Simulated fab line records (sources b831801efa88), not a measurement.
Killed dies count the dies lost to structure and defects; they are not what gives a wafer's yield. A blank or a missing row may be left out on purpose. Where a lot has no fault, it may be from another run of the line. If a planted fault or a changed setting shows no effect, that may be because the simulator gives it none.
fab line records ; flow sky130
[record] lots = 11; wafers = 33; lastDay = 50
route steps=708 shown METAL2@499 VIA2@507 PAD_OPEN@708
lots with no fault: from the same line, run without faults
startH: hours from the record's first day to the start of the lot's first wafer shown ; waitH: hours from the lot's prior step to this one ; " repeats the value in the row above ; L1.1+2: a row that stands for several wafers ; - no value present, or no start provided ; * or withheld: withheld ; < > ~ a bound
route shown NAME@n: names a module that has steps shown in the file, with the first one's number in the route ; usual: mean and standard deviation over wafers with no fault ; same: alike in all rows ; chamber/n: place in a boat ; sites: each site's reading ; _std_site: how widely they spread, as a standard deviation ; _edge_site: outer sites' mean less inner sites' ; radiusMm: how far each site lies from the wafer's centre ; mask NAME#n: copy n ; behind: the most recent tool/chamber to have shaped the wafer ; hold: why the lot was held/for how many hours/how that ended ; device: the n, p or np transistor that did not switch ; end of line: the same wafers' tests at the end of the route ; a step with no rows: only its recipe ; killed: the dies lost at the first sort to structure and to defects; this is not the yield of the wafer ; map: per-die view of a wafer (x killed, . not killed, _ where there is no die)
set.NAME: the setting the step ran with; set.NAME@STEP: the setting that earlier step ran with ; model.NAME: the simulator's own value behind a step, which no gauge read
route steps across a sampled set of lots; one table per step, one row per wafer
services: when a tool's chamber went out of use (startH, in hours from the record's first day, below 0 if earlier), for how many hours, and the reason
[[steps]]
[step SKY_METAL2_OVL_MEAS_16]
[usual] METAL2_OVL = 2/4.8
lot.wafer;tool;chamber;startH;waitH;METAL2_OVL[nm]
L762.2;overlay-01;-;827.11;0.1;2
L762.3;overlay-01;-;827.11;0.1;9
L762.4;overlay-01;-;827.11;0.1;3
L765.2;overlay-01;-;845.36;0.1;6
L765.4;overlay-01;-;845.36;0.1;2
L765.5;overlay-01;-;845.36;0.1;3
L766.1;overlay-01;-;852.69;0.1;-2
L766.3;overlay-01;-;852.69;0.1;-3
L766.4;overlay-01;-;852.69;0.1;-7
L768.3;overlay-01;-;877.30;0.1;7
L768.5;overlay-01;-;877.30;0.1;8
L768.6;overlay-01;-;877.30;0.1;1
L773.2;overlay-01;-;902.56;0.1;-2
L773.3;overlay-01;-;902.56;0.1;-3
L773.4;overlay-01;-;902.56;0.1;-7
L772.1;overlay-01;-;903.91;0.1;6
L772.2;overlay-01;-;903.91;0.1;12
L772.6;overlay-01;-;903.91;0.1;8
L775.1;overlay-01;-;923.91;0.1;2
L775.3;overlay-01;-;923.91;0.1;-5
L775.6;overlay-01;-;923.91;0.1;-8
L782.2;overlay-02;-;971.36;0.1;-2
L782.5;overlay-02;-;971.36;0.1;-4
L782.6;overlay-02;-;971.36;0.1;1
L783.2;overlay-02;-;973.84;0.1;-1
L783.3;overlay-02;-;973.84;0.1;8
L783.4;overlay-02;-;973.84;0.1;5
L784.3;overlay-02;-;978.27;0.1;2
L784.4;overlay-02;-;978.27;0.1;-1
L784.5;overlay-02;-;978.27;0.1;0
L785.1;overlay-01;-;994.61;0.1;-1
L785.3;overlay-01;-;994.61;0.1;3
L785.5;overlay-01;-;994.61;0.1;-3
[step SKY_METAL2_DESCUM_17]
[recipe] chemistry = O2; sourcePowerW = 150; biasPowerW = 0; pressureMtorr = 10; tempC = 40; timeS = 8
[usual] drypumpMotorCurrentA = 5.39/0.2; oesProductAu = 0.998/0.013
[same] biasPowerW = 0
lot.wafer;tool;chamber;startH;waitH;drypumpMotorCurrentA;oesProductAu;rfHoursCounterH
L762.2;rieMetal-04;1;827.14;0.0;5.37;0.991;15
L762.3;rieMetal-04;0;827.14;0.0;5.30;0.984;-
L762.4;rieMetal-04;1;827.14;0.0;5.37;1.008;-
L765.2;rieMetal-04;1;845.39;0.0;5.37;1.008;16
L765.4;rieMetal-04;1;845.39;0.0;5.37;0.998;-
L765.5;rieMetal-04;1;845.39;0.0;5.38;1.002;-
L766.1;rieMetal-04;1;852.72;0.0;5.38;1.003;16
L766.3;rieMetal-04;0;852.72;0.0;5.29;0.987;-
L766.4;rieMetal-04;1;852.72;0.0;5.38;0.999;-
L768.3;rieMetal-01;0;877.33;0.0;5.19;1.007;-
L768.5;rieMetal-01;1;877.33;0.0;5.23;1.002;-
L768.6;rieMetal-01;0;877.33;0.0;5.19;0.996;-
L773.2;rieMetal-03;0;902.59;0.0;5.67;1.024;18
L773.3;rieMetal-03;0;902.59;0.0;5.69;1.023;-
L773.4;rieMetal-03;1;902.59;0.0;5.80;0.988;-
L772.1;rieMetal-01;1;903.94;0.0;5.24;1.006;5
L772.2;rieMetal-01;0;903.94;0.0;5.18;1.006;6
L772.6;rieMetal-01;1;903.94;0.0;5.25;1.008;-
L775.1;rieMetal-03;0;923.94;0.0;5.65;1.021;0
L775.3;rieMetal-03;0;923.94;0.0;5.64;1.015;-
L775.6;rieMetal-03;1;923.94;0.0;5.80;0.998;-
L782.2;rieMetal-01;1;971.39;0.0;5.25;1.014;6
L782.5;rieMetal-01;1;971.39;0.0;5.24;1.015;-
L782.6;rieMetal-01;0;971.39;0.0;5.17;1.007;-
L783.2;rieMetal-01;1;973.87;0.0;5.24;1.025;6
L783.3;rieMetal-01;1;973.87;0.0;5.23;1.023;-
L783.4;rieMetal-01;0;973.87;0.0;5.17;1.009;-
L784.3;rieMetal-01;1;978.30;0.0;5.25;1.001;-
L784.4;rieMetal-01;0;978.30;0.0;5.20;1.002;-
L784.5;rieMetal-01;1;978.30;0.0;5.24;0.994;-
L785.1;rieMetal-04;1;994.64;0.0;5.36;1.004;7
L785.3;rieMetal-04;0;994.64;0.0;5.30;0.995;-
L785.5;rieMetal-04;1;994.64;0.0;5.37;0.996;-
[step SKY_METAL2_ETCH_18]
[recipe] chemistry = N2/H2; target = BARC; ionEnergyEv = 200; biasW = 100; pressureMtorr = 30; n2FlowSccm = 100; h2FlowSccm = 200; icpW = 500; stopOn = SiO2; timeS = 45.9; targetDepthA = 600
[usual] drypumpMotorCurrentA = 5.40/0.2; oesProductAu = 0.854/0.0042; throttleValvePct = 13.225/0.0086
lot.wafer;tool;chamber;startH;waitH;drypumpMotorCurrentA;oesProductAu;rfHoursCounterH;throttleValvePct
L762.2;rieMetal-04;1;827.17;0.0;5.38;0.857;15;13.222
L762.3;rieMetal-04;0;827.17;0.0;5.28;0.853;-;13.223
L762.4;rieMetal-04;1;827.17;0.0;5.41;0.850;-;13.224
L765.2;rieMetal-04;1;845.42;0.0;5.40;0.847;16;13.215
L765.4;rieMetal-04;1;845.42;0.0;5.40;0.849;-;13.224
L765.5;rieMetal-04;1;845.42;0.0;5.41;0.848;-;13.220
L766.1;rieMetal-04;1;852.76;0.0;5.38;0.858;16;13.209
L766.3;rieMetal-04;0;852.76;0.0;5.30;0.841;-;13.232
L766.4;rieMetal-04;1;852.76;0.0;5.37;0.854;-;13.217
L768.3;rieMetal-01;0;877.38;0.0;5.18;0.855;-;13.215
L768.5;rieMetal-01;1;877.38;0.0;5.23;0.848;-;13.224
L768.6;rieMetal-01;0;877.38;0.0;5.18;0.853;-;13.211
L773.2;rieMetal-03;0;902.62;0.0;5.64;0.849;18;13.232
L773.3;rieMetal-03;0;902.62;0.0;5.64;0.859;-;13.226
L773.4;rieMetal-03;1;902.62;0.0;5.83;0.853;-;13.219
L772.1;rieMetal-01;1;903.97;0.0;5.25;0.852;5;13.226
L772.2;rieMetal-01;0;903.97;0.0;5.18;0.855;6;13.216
L772.6;rieMetal-01;1;903.97;0.0;5.25;0.858;-;13.237
L775.1;rieMetal-03;0;923.97;0.0;5.64;0.845;0;13.243
L775.3;rieMetal-03;0;923.97;0.0;5.65;0.850;-;13.229
L775.6;rieMetal-03;1;923.97;0.0;5.83;0.859;-;13.225
L782.2;rieMetal-01;1;971.43;0.0;5.25;0.853;6;13.230
L782.5;rieMetal-01;1;971.43;0.0;5.25;0.854;-;13.236
L782.6;rieMetal-01;0;971.43;0.0;5.18;0.853;-;13.222
L783.2;rieMetal-01;1;973.91;0.0;5.25;0.855;6;13.220
L783.3;rieMetal-01;1;973.91;0.0;5.24;0.851;-;13.227
L783.4;rieMetal-01;0;973.91;0.0;5.18;0.854;-;13.224
L784.3;rieMetal-01;1;978.35;0.0;5.24;0.853;-;13.218
L784.4;rieMetal-01;0;978.35;0.0;5.18;0.863;-;13.211
L784.5;rieMetal-01;1;978.35;0.0;5.26;0.850;-;13.231
L785.1;rieMetal-04;1;994.67;0.0;5.40;0.850;7;13.232
L785.3;rieMetal-04;0;994.67;0.0;5.28;0.857;-;13.225
L785.5;rieMetal-04;1;994.67;0.0;5.39;0.857;-;13.230
[step SKY_VIA2_HDPCVD_00]
[recipe] material = SiO2; targetThkNm = 1180; sigmaOpenFrac = 0.3; timeS = 196.7; tempC = 400; sih4FlowSccm = 60; pressureMtorr = 6
[usual] pressureMtorr = 6.000/0.011; sih4FlowSccm = 60.00/0.18
lot.wafer;tool;chamber;startH;waitH;pressureMtorr;sih4FlowSccm
L762.2;hdpcvd-01;0;827.92;0.0;6.005;59.85
L762.3;hdpcvd-01;2;827.92;0.0;6.019;59.72
L762.4;hdpcvd-01;2;827.92;0.0;6.012;59.83
L765.2;hdpcvd-01;2;846.23;0.0;6.001;59.94
L765.4;hdpcvd-01;1;846.23;0.0;5.995;60.30
L765.5;hdpcvd-01;2;846.23;0.0;6.005;59.95
L766.1;hdpcvd-01;1;854.05;0.0;5.983;60.09
L766.3;hdpcvd-01;2;854.05;0.0;6.013;59.95
L766.4;hdpcvd-01;2;854.05;0.0;6.013;60.05
L766.1;hdpcvd-01;1;854.56;0.4;5.997;59.80
L766.3;hdpcvd-01;2;854.56;0.4;6.023;60.05
L766.4;hdpcvd-01;2;854.56;0.4;5.989;59.85
L768.3;hdpcvd-01;0;878.11;0.0;6.002;59.92
L768.5;hdpcvd-01;0;878.11;0.0;6.008;60.02
L768.6;hdpcvd-01;1;878.11;0.0;6.002;60.06
L768.3;hdpcvd-01;0;878.40;0.2;5.997;60.04
L768.5;hdpcvd-01;0;878.40;0.2;5.994;59.80
L768.6;hdpcvd-01;1;878.40;0.2;5.986;59.92
L773.2;hdpcvd-02;2;903.46;0.0;5.985;59.92
L773.3;hdpcvd-02;1;903.46;0.0;5.998;59.71
L773.4;hdpcvd-02;0;903.46;0.0;5.995;60.15
L772.1;hdpcvd-01;1;904.81;0.0;5.990;60.27
L772.2;hdpcvd-01;2;904.81;0.0;5.986;60.12
L772.6;hdpcvd-01;1;904.81;0.0;5.980;60.04
L772.1;hdpcvd-01;1;905.10;0.2;6.004;59.94
L772.2;hdpcvd-01;2;905.10;0.2;6.016;59.83
L772.6;hdpcvd-01;1;905.10;0.2;6.003;60.24
L775.1;hdpcvd-01;1;924.73;0.0;5.996;60.12
L775.3;hdpcvd-01;2;924.73;0.0;6.020;59.90
L775.6;hdpcvd-01;0;924.73;0.0;5.988;60.10
L782.2;hdpcvd-01;1;972.20;0.0;5.988;60.09
L782.5;hdpcvd-01;0;972.20;0.0;5.995;59.88
L782.6;hdpcvd-01;2;972.20;0.0;6.009;59.90
L783.2;hdpcvd-02;2;974.66;0.0;6.009;60.37
L783.3;hdpcvd-02;0;974.66;0.0;5.987;60.40
L783.4;hdpcvd-02;1;974.66;0.0;6.009;59.94
L784.3;hdpcvd-02;2;979.07;0.0;5.993;59.91
L784.4;hdpcvd-02;1;979.07;0.0;5.997;59.96
L784.5;hdpcvd-02;2;979.07;0.0;5.986;60.12
L785.1;hdpcvd-01;2;995.50;0.0;6.001;60.47
L785.3;hdpcvd-01;1;995.50;0.0;5.997;59.79
L785.5;hdpcvd-01;2;995.50;0.0;5.991;59.82
[step SKY_VIA2_THK_MEAS_01]
[recipe] reads = SiO2_of_VIA2_HDPCVD_00
[usual] VIA2_HDPCVD_THK = 1185/13
lot.wafer;tool;chamber;startH;waitH;VIA2_HDPCVD_THK[nm]
L762.2;filmMetro-02;-;828.06;0.1;1200
L762.3;filmMetro-02;-;828.06;0.1;1192
L762.4;filmMetro-02;-;828.06;0.1;1186
L765.2;filmMetro-03;-;846.36;0.1;1177
L765.4;filmMetro-03;-;846.36;0.1;1171
L765.5;filmMetro-03;-;846.36;0.1;1177
L766.1;filmMetro-02;-;854.80;0.2;2378
L766.3;filmMetro-02;-;854.80;0.2;2366
L766.4;filmMetro-02;-;854.80;0.2;2381
L768.3;filmMetro-03;-;878.54;0.1;2406
L768.5;filmMetro-03;-;878.54;0.1;2395
L768.6;filmMetro-03;-;878.54;0.1;2407
L773.2;filmMetro-02;-;903.59;0.1;1190
L773.3;filmMetro-02;-;903.59;0.1;1184
L773.4;filmMetro-02;-;903.59;0.1;1176
L772.1;filmMetro-02;-;905.29;0.1;2381
L772.2;filmMetro-02;-;905.29;0.1;2361
L772.6;filmMetro-02;-;905.29;0.1;2392
L775.1;filmMetro-03;-;924.85;0.1;1211
L775.3;filmMetro-03;-;924.85;0.1;1199
L775.6;filmMetro-03;-;924.85;0.1;1204
L782.2;filmMetro-01;-;972.34;0.1;1193
L782.5;filmMetro-01;-;972.34;0.1;1176
L782.6;filmMetro-01;-;972.34;0.1;1176
L783.2;filmMetro-02;-;974.80;0.1;1172
L783.3;filmMetro-02;-;974.80;0.1;1164
L783.4;filmMetro-02;-;974.80;0.1;1177
L784.3;filmMetro-01;-;979.22;0.1;1179
L784.4;filmMetro-01;-;979.22;0.1;1178
L784.5;filmMetro-01;-;979.22;0.1;1189
L785.1;filmMetro-01;-;995.63;0.1;1180
L785.3;filmMetro-01;-;995.63;0.1;1185
L785.5;filmMetro-01;-;995.63;0.1;1181
[step SKY_PAD_OPEN_PROBE_99]
[usual] defectLimitedYield = 82.2/1.9; killed_at_M0_to_M3 = 43/6.3; killed_at_M4_up = 3.3/1.7; killedAtContacts = 24/5.4; killedAtFrontEnd = 16/4.6; killedAtOther = 0.4/0.7; killedDies = 87/9.4; killedOpen = 47/6.9; killedShort = 39/6.1; sort_bin_3_pad_short = 0.9/0.45; sort_bin_5_function = 10.6/1.5; sort_bin_6_memory = 6.3/1.2; sortNPass = 405/9.4; sortYieldPct = 82.2/1.9
[same] grossDies = 492; killedAtBackSide = 0; sort_bin_4_leakage[%] = 0; sort_bin_8_speed[%] = 0
lot.wafer;tool;chamber;startH;waitH;defectLimitedYield[%];killed_at_M0_to_M3;killed_at_M4_up;killedAtContacts;killedAtFrontEnd;killedAtOther;killedDies;killedOpen;killedShort;sort_bin_3_pad_short[%];sort_bin_5_function[%];sort_bin_6_memory[%];sortNPass;sortYieldPct[%]
L766.1;prober-01;-;1102.79;0.1;82.1;38;5;29;16;0;88;45;43;0.4;11.0;6.5;404;82.1
L766.3;prober-01;-;1102.89;0.2;83.1;41;7;19;16;0;83;44;39;1.4;7.5;7.9;409;83.1
L766.4;prober-01;-;1102.94;0.2;81.3;45;3;26;17;1;92;56;35;0.6;11.4;6.7;400;81.3
L768.3;prober-01;-;1119.56;0.2;81.9;45;3;30;11;0;89;52;37;1.2;12.0;4.9;403;81.9
L768.5;prober-01;-;1119.66;0.2;82.3;48;3;21;14;1;87;43;43;0.6;11.4;5.7;405;82.3
L768.6;prober-01;-;1119.71;0.2;83.9;41;2;23;13;0;79;42;37;0.8;9.1;6.1;413;83.9
L773.2;prober-01;-;1138.09;0.1;85.8;34;3;21;12;0;70;40;30;0.8;8.1;5.3;422;85.8
L773.3;prober-01;-;1138.14;0.2;81.9;52;3;21;11;2;89;46;41;0.8;9.8;7.5;403;81.9
L773.4;prober-01;-;1138.19;0.2;79.5;50;5;25;19;2;101;55;45;1.4;11.2;7.9;391;79.5
L772.1;prober-02;-;1140.31;0.1;81.7;42;1;22;24;1;90;49;40;1.6;10.4;6.3;402;81.7
L772.2;prober-02;-;1140.36;0.1;80.9;40;2;28;22;2;94;56;37;0.4;12.4;6.3;398;80.9
L772.6;prober-02;-;1140.56;0.2;81.5;44;4;28;13;2;91;44;44;1.6;10.8;6.1;401;81.5
L775.1;prober-02;-;1156.85;0.1;83.5;49;3;16;13;0;81;36;42;1.2;10.4;4.9;411;83.5
L775.3;prober-02;-;1156.95;0.2;82.1;57;2;18;11;0;88;51;34;1.0;10.4;6.5;404;82.1
L775.6;prober-02;-;1157.10;0.2;81.7;56;3;18;13;0;90;56;31;0.8;10.2;7.3;402;81.7
L782.2;prober-01;-;1191.00;0.1;82.9;43;1;25;14;1;84;46;38;0.4;9.6;7.1;408;82.9
L782.5;prober-01;-;1191.15;0.2;81.1;39;4;32;18;0;93;56;37;0.6;12.4;5.9;399;81.1
L782.6;prober-01;-;1191.20;0.2;84.1;44;4;13;17;0;78;34;44;0.6;10.6;4.7;414;84.1
// killed by level:class
L766.1 CONTACT:geometricParticle:open=12 METAL1:geometricParticle:short=7 VIA1:geometricParticle:open=7 FIELD_ISO:geometricParticle:open=6 LOCAL_INTERCONNECT:geometricParticle:short=5 VIA3:geometricParticle:open=5 VIA2:geometricParticle:open=5 FIELD_ISO:geometricParticle:short=4
L766.3 CONTACT:geometricParticle:open=9 VIA1:geometricParticle:open=8 VIA2:geometricParticle:open=6 METAL1:geometricParticle:short=6 VIA3:geometricParticle:open=6 FIELD_ISO:geometricParticle:open=5 FIELD_ISO:geometricParticle:short=5 METAL4:geometricParticle:short=5
L766.4 CONTACT:geometricParticle:open=9 VIA1:geometricParticle:open=9 VIA2:geometricParticle:open=9 LI_CONTACT:geometricParticle:open=8 VIA3:geometricParticle:open=6 POLY_GATE:geometricParticle:open=5 CONTACT:geometricParticle:short=5 VIA1:geometricParticle:short=5
L768.3 CONTACT:geometricParticle:open=14 VIA1:geometricParticle:open=9 VIA1:geometricParticle:short=7 VIA3:geometricParticle:open=6 LI_CONTACT:geometricParticle:open=6 FIELD_ISO:geometricParticle:open=5 LOCAL_INTERCONNECT:geometricParticle:short=5 VIA2:geometricParticle:open=5
L768.5 VIA3:geometricParticle:open=11 VIA1:geometricParticle:open=9 FIELD_ISO:geometricParticle:open=6 METAL2:geometricParticle:short=6 CONTACT:geometricParticle:short=5 CONTACT:geometricParticle:open=5 METAL3:geometricParticle:short=4 LI_CONTACT:geometricParticle:short=4
L768.6 VIA1:geometricParticle:open=15 CONTACT:geometricParticle:open=9 VIA1:geometricParticle:short=6 CONTACT:geometricParticle:short=6 VIA2:geometricParticle:open=5 FIELD_ISO:geometricParticle:open=4 METAL1:geometricParticle:short=4 POLY_GATE:geometricParticle:short=4
L773.2 CONTACT:geometricParticle:open=9 LI_CONTACT:geometricParticle:open=7 METAL1:geometricParticle:short=7 VIA1:geometricParticle:open=5 FIELD_ISO:geometricParticle:short=4 METAL1:geometricParticle:open=4 VIA2:geometricParticle:open=4 VIA1:geometricParticle:short=3
L773.3 VIA2:geometricParticle:open=9 METAL1:geometricParticle:short=8 VIA3:geometricParticle:open=8 CONTACT:geometricParticle:open=7 VIA1:geometricParticle:open=7 VIA1:geometricParticle:short=6 CONTACT:geometricParticle:short=5 FIELD_ISO:geometricParticle:short=4
L773.4 CONTACT:geometricParticle:open=10 VIA1:geometricParticle:open=10 VIA1:geometricParticle:short=7 VIA3:geometricParticle:open=7 LI_CONTACT:geometricParticle:open=6 VIA2:geometricParticle:open=6 FIELD_ISO:geometricParticle:short=5 POLY_GATE:geometricParticle:open=5
L772.1 VIA1:geometricParticle:open=11 CONTACT:geometricParticle:open=8 POLY_GATE:geometricParticle:short=7 FIELD_ISO:geometricParticle:open=6 LI_CONTACT:geometricParticle:open=6 METAL1:geometricParticle:short=6 VIA2:geometricParticle:open=6 VIA3:geometricParticle:open=6
L772.2 VIA2:geometricParticle:open=11 LI_CONTACT:geometricParticle:open=10 VIA3:geometricParticle:open=9 CONTACT:geometricParticle:open=8 VIA1:geometricParticle:open=8 FIELD_ISO:geometricParticle:short=5 POLY_GATE:geometricParticle:short=5 POLY_GATE:geometricParticle:open=4
L772.6 CONTACT:geometricParticle:open=11 LOCAL_INTERCONNECT:geometricParticle:short=7 LI_CONTACT:geometricParticle:open=7 VIA1:geometricParticle:short=7 VIA2:geometricParticle:open=7 VIA1:geometricParticle:open=6 FIELD_ISO:geometricParticle:open=5 VIA2:geometricParticle:short=5
L775.1 VIA1:geometricParticle:short=8 VIA3:geometricParticle:open=8 VIA1:geometricParticle:open=6 METAL2:geometricParticle:short=6 LI_CONTACT:geometricParticle:open=5 CONTACT:geometricParticle:open=5 VIA2:geometricParticle:open=5 METAL3:geometricParticle:short=5
L775.3 VIA1:geometricParticle:open=17 VIA3:geometricParticle:open=12 CONTACT:geometricParticle:open=9 VIA1:geometricParticle:short=8 VIA2:geometricParticle:open=6 CONTACT:geometricParticle:short=5 VIA3:geometricParticle:short=5 POLY_GATE:coatMicrobubblePrinted=3
L775.6 VIA3:geometricParticle:open=14 VIA1:geometricParticle:open=11 VIA2:geometricParticle:open=10 CONTACT:geometricParticle:open=8 METAL2:geometricParticle:short=5 METAL1:geometricParticle:short=4 POLY_GATE:geometricParticle:open=3 LI_CONTACT:geometricParticle:open=3
L782.2 VIA1:geometricParticle:open=12 LI_CONTACT:geometricParticle:open=6 CONTACT:geometricParticle:short=6 VIA2:geometricParticle:open=6 CONTACT:geometricParticle:open=5 METAL1:geometricParticle:short=5 VIA3:geometricParticle:open=5 LI_CONTACT:geometricParticle:short=4
L782.5 LI_CONTACT:geometricParticle:open=10 VIA1:geometricParticle:open=10 CONTACT:geometricParticle:open=8 VIA2:geometricParticle:open=8 LI_CONTACT:geometricParticle:short=7 POLY_GATE:geometricParticle:open=6 FIELD_ISO:geometricParticle:open=5 LOCAL_INTERCONNECT:geometricParticle:short=5
L782.6 VIA1:geometricParticle:open=14 POLY_GATE:geometricParticle:short=6 METAL2:geometricParticle:short=6 VIA3:geometricParticle:short=6 FIELD_ISO:geometricParticle:open=4 METAL3:geometricParticle:short=4 LI_CONTACT:geometricParticle:open=4 VIA2:geometricParticle:short=4
[[services]]
tool;chamber;startH;hours;kind
rieMetal-04;1;804.66;14.9;repair
rieMetal-04;-;828.11;1.4;pm
hdpcvd-02;-;843.20;16.3;repair
rieMetal-04;1;855.58;-;clean
rieMetal-04;1;855.58;17.5;scheduledDown
rieMetal-04;1;855.58;17.5;ventCycle
rieMetal-04;0;895.52;-;clean
rieMetal-04;0;895.52;24.0;scheduledDown
rieMetal-04;0;895.52;24.0;ventCycle
hdpcvd-02;2;907.68;25.2;repair
rieMetal-03;0;910.29;-;clean
rieMetal-03;0;910.29;10.7;scheduledDown
rieMetal-03;0;910.29;10.7;ventCycle
rieMetal-03;1;934.88;-;clean
rieMetal-01;-;938.33;0.2;repair
rieMetal-01;1;940.50;29.5;repair
hdpcvd-01;-;950.25;15.0;pm
hdpcvd-01;0;950.25;15.0;ventCycle
hdpcvd-01;1;950.25;15.0;ventCycle
hdpcvd-01;2;950.25;15.0;ventCycle
hdpcvd-01;0;965.25;-;clean
hdpcvd-01;1;965.25;-;clean
hdpcvd-01;2;965.25;-;clean
rieMetal-03;-;990.32;4.3;pm
[[key]]
[firstSign] step = SKY_VIA2_HDPCVD_00; reading = visit; direction = added
[effect] step = SKY_VIA2_THK_MEAS_01; reading = VIA2_HDPCVD_THK; direction = up; sigmas = 94; usual = 1185; struck = 2385
metAt SKY_VIA2_HDPCVD_00
struckLots L766,L768,L772
notActingAt SKY_METAL2_OVL_MEAS_16,SKY_METAL2_DESCUM_17,SKY_METAL2_ETCH_18
[fault] kind = repeatedStepWhole; tool = hdpcvd-01,hdpcvd-02; chamber = -; onsetH = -; steps = SKY_VIA2_HDPCVD_00; times = 1; scope = struckLotsOnly
